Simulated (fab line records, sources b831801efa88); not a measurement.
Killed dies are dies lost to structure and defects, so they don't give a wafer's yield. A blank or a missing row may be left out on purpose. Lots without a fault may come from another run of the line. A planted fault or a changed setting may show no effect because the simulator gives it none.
Problem report in the 8D (eight disciplines) form, filled by code | flow sky130 | the parts of the form that need people (team, actions taken, sign-off) are left out

1. THE PROBLEM
LDD_HVN_TW at SKY_LDD_HVN_TW_MEAS_10 reads a mean of 1227 on 3 wafers of 1 lot; wafers without a fault read 1433 with a standard deviation of 19. That is -11 standard deviations from the usual mean.
First seen on wafer L588.1, day 23 09:10, on film_metro-02. The record holds 30 wafers of 10 lots with a number at this step. Rule for "out", or "out of limits": more than 4 standard deviations from the usual mean. The other wafers with a number count as sound.

2. WHAT IT IS AND WHAT IT IS NOT
question                    | is                     | is not
which readings at this step | LDD_HVN_TW             | -
which lots                  | L588                   | L584, L585, L596, L597, L598, L599, L600, L605, L606
which wafers of those lots  | all that have a number | -
read on which gauges        | film_metro-02          | film_metro-01, film_metro-03
when                        | from day 23 09:10      | up to then (6 sound wafers); but 21 sound wafers of L596, L597, L598, L599, L600, L605, L606 came after

3. SUSPECTS, AND WHAT RULES EACH OUT
Counting: a tool at a process step up to the reading stays a suspect if it ran every lot that is out and no sound lot after the first of them.
- the gauge at SKY_LDD_HVN_TW_MEAS_10: ruled out. All the wafers that are out were read on film_metro-02, but those of them that SKY_LDD_P_STRIP_10 has rows for are out there too, on other tools.
- rie_diel-02 at SKY_SONOS_ONO_ETCH_15 (etches the open film in CHF3/O2, target depth 19.52 nm, time 7.8 s): ruled out as a lasting fault. Sound lots L596, L599, L600, L605, L606 ran on it after its first lot that is out, L588 (day 14 21:53).
- plasma_asher-02 at SKY_LDD_P_STRIP_10 (strips in O2/N2): ruled out as a lasting fault. Sound lots L599, L605 ran on it after its first lot that is out, L588 (day 22 01:41).
- plasma_asher-01 at SKY_LDD_HVN_STRIP_09 (strips in O2/N2): ruled out as a lasting fault. Sound lots L596, L597 ran on it after its first lot that is out, L588 (day 23 09:04).
Left after counting: nothing in the record.

4. THE CAUSE (what the simulator had put in)
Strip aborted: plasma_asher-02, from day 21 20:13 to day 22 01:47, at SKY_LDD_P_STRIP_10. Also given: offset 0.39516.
Counting ruled it out, wrongly: the rule takes a fault to strike every lot that its tool runs from its start on, and this one did not.

5. THE CHAIN OF EFFECTS, in route order
Each row: a reading whose mean over the struck wafers that have a number lies more than 3 standard deviations from the usual. Only readings for which the record gives a usual standard deviation are gone through. hours: the time from each lot's start at the first step in this table that gives one to its start at this step, as a median over the lots. sigmas: the change in usual standard deviations.
hours | step                   | reading                  | usual      | on struck wafers | change | sigmas
0     | SKY_LDD_P_STRIP_10     | oes_product_au           | 0.714 a.u. | 0.956            | +0.242 | +53
31    | SKY_LDD_HVN_STRIP_09   | oes_product_au           | 0.408 a.u. | 0.466            | +0.058 | +13
31    | SKY_LDD_HVN_STRIP_09   | strip_time_to_endpoint_s | 4.130 s    | 5.524            | +1.394 | +87
31    | SKY_LDD_HVN_TW_MEAS_10 | LDD_HVN_TW               | 1433       | 1227             | -206   | -11
The process steps in it:
- SKY_LDD_P_STRIP_10: strips in O2/N2.
- SKY_LDD_HVN_STRIP_09: strips in O2/N2.
Readings that are blank on the struck wafers while sound wafers have them: strip_time_to_endpoint_s at SKY_LDD_P_STRIP_10.

6. WHAT WOULD HAVE CAUGHT IT SOONER
In this record the first reading out of limits at a measuring or inspecting step was taken at day 23 09:10, 37 hours after the fault began at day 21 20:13.
The tool's own readings at SKY_LDD_P_STRIP_10 were out on every struck wafer that the step has a row for (oes_product_au): an alarm limit on them would have fired on the first of those.
